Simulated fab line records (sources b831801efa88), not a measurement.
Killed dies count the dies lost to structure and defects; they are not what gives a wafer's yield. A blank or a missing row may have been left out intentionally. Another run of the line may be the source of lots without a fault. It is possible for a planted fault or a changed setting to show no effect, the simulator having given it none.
Comparing a struck lot with a sound one | flow gf180mcu | 27 steps out of a route of 602
Sound: these wafers, L740.2, L740.3, L740.6. Wafers struck: L727.1, L727.4, L727.5. At the end, the cause is stated.
For every step that has rows: the tool of each side, followed by ch and its chambers, followed by its first start. Under that, the readings that differ: sound wafers | struck wafers | difference of the means | sigmas: that difference in standard deviations of wafers without a fault.
alike: readings whose means differ by less than 2 such deviations, and words and numbers that are the same on both sides. not compared: withheld readings, readings that some wafer has no value for, bounds like >300 that may hide the same value, and numbers for which the record gives no deviation and whose values overlap.
The two part at a step that has a row with sigmas, a row that says differs or no value, or rows on one side only. When numbers do not overlap yet have no deviation, they are printed without sigmas and do not part them. A reading that every wafer of one side lacks parts them only if that side has two wafers or more.

first, 8 steps without rows for these wafers: GF_M1_PEB_12 (peb time 90 s); GF_M1_DEVELOP_13 (develop time 60 s); GF_M1_METAL_ETCH_16 (etches the open film in Cl2/BCl3, stops on SiO2, target depth 750.8 nm, time 125.1 s); GF_M1_STRIP_17 (strips in O2/N2); GF_M1_STRIP_18 (strips in post etch residue remover, time 1200 s); GF_M1_CLEAN_19 (cleans in DIW); GF_V1_CVD_00 (deposits SiO2, target thk 600 nm, time 100 s); GF_V1_CVD_02 (deposits SiO2 from TEOS, target thk 850 nm, time 94.851 s).
GF_V1_CMP_04: polishes SiO2.
  sound on cmp-01 ch 1,3, day 25 00:41; struck on cmp-01 ch 0,1, day 20 16:55
  reading                             | sound           | struck            | difference | sigmas
  time_to_endpoint_s (s)              | 84 90 97        | 104 109 102       | +15        | +2
  model.SiO2_of_V1_CVD_02.thk_nm (nm) | 635 633.4 633.9 | 568.3 568.6 566.8 | -66.2      |
  alike: motor_current_A
then, 9 steps without rows for these wafers: GF_V1_DEHYDRATE_06 (time 60 s); GF_V1_HMDS_07 (prime time 60 s); GF_V1_COAT_08; GF_V1_COAT_09 (resist thk 1000 nm); GF_V1_SOFTBAKE_10 (time 60 s); GF_V1_EXPOSE_11 (exposes mask Via1, target cd 260 nm); GF_V1_PEB_12 (peb time 90 s); GF_V1_DEVELOP_13 (develop time 60 s); GF_V1_ETCH_16 (etches BARC in N2/H2).
GF_V1_ETCH_17: etches SiO2 in C4F8/O2/Ar, stops on TiN, target depth 630 nm.
  sound: rie_diel-02 ch 2,3; struck: rie_diel-04 ch 0,1,3
  reading                        | sound             | struck            | difference | sigmas
  oes_product_au (a.u.)          | 0.849 0.852 0.853 | 0.804 0.806 0.807 | -0.046     | -11
  model.etch.depth_nm (nm)       | 635 633.4 633.9   | 568.3 568.6 566.8 | -66.2      |
  model.V1.feature_depth_nm (nm) | 635 633.4 633.9   | 568.3 568.6 566.8 | -66.2      |
then, 6 steps without rows for these wafers: GF_V1_STRIP_18 (strips in O2/N2); GF_V1_STRIP_19 (strips in post etch residue remover, time 1200 s); GF_V1_CLEAN_20 (cleans in DIW); GF_V1_SPUTTER_21 (material Ti, target thk 15 nm, time 80.02 s); GF_V1_SPUTTER_22 (material TiN, target thk 10 nm, time 40 s); GF_V1_CVD_23 (deposits W, target thk 350 nm, time 105.05 s).
GF_V1_CMP_26: polishes, stops on SiO2, t overpolish 15 s, target thk 0 nm.
  sound on cmp-01 ch 2,3, day 25 23:40; struck on cmp-01 ch 0,2,3, day 21 18:39
  reading                             | sound             | struck          | difference | sigmas
  model.SiO2_of_V1_CVD_02.thk_nm (nm) | 631.2 629.6 630.1 | 564.5 564.8 563 | -66.2      |
  alike: motor_current_A
then, 1 step without rows for these wafers: GF_M2_SPUTTER_00 (material Ti, target thk 37.5 nm, time 150 s).

== WHERE THEY PART ==
Last at GF_V1_ETCH_17 as far as this record goes, first at GF_V1_CMP_04. Later steps at which nothing parts them and some readings are alike: GF_V1_CMP_26.

WHY: whatever the simulator had introduced
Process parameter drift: cmp-01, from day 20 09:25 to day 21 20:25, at GF_V1_CMP_04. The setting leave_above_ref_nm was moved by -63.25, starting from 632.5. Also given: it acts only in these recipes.
